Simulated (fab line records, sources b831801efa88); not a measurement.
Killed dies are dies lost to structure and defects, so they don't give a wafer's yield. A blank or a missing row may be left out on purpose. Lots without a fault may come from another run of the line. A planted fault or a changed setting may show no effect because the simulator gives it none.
Chamber matching | flow sfq_line | SFQ_TRILAYER_I0_CMP_CMP_028 on cmp-01: 4 sister chambers
The step polishes SiO2. 4 wafers are shown with their chamber, then 8 later ones without.

WAFERS WITH THEIR CHAMBER
wafer  | chamber | motor_current_A (A)
L996.6 | 0       | 9.1
L997.2 | 1       | 11.9
L998.1 | 3       | 10.0
L998.4 | 2       | 9.8

WAFERS WITHOUT THEIR CHAMBER
wafer  | motor_current_A (A)
L998.6 | 9.1
L102.3 | 11.8
L102.6 | 10.4
L105.4 | 9.1
L105.2 | 10.2
L106.1 | 10.4
L106.3 | 9.3
L106.6 | 9.9

WHICH CHAMBER EACH WENT THROUGH
wafer  | from the rows above     | in truth
L998.6 | 0                       | 0
L102.3 | 1                       | 1
L102.6 | can't be placed: 3 or 2 | 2
L105.4 | 0                       | 0
L105.2 | can't be placed: 3 or 2 | 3
L106.1 | can't be placed: 3 or 2 | 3
L106.3 | can't be placed: 0 or 2 | 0
L106.6 | can't be placed: 2 or 3 | 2
Placed correctly: 3 of 8. Can't be placed from these rows: 5 (the true chamber is among the candidates in 5). Placed wrongly: 0.
How it was worked out, from the rows above alone: a wafer's distance from a chamber is the root of the sum, over the readings, of the square of ((its reading less the chamber's mean) divided by the reading's scatter). The wafer belongs to the nearest chamber; if the next one is less than 2 further off, it can't be placed. A chamber's mean is the mean of its shown wafers. The scatter: with one shown wafer a chamber, the root of the mean of the squares of how far each hidden wafer lies from its nearest shown one.
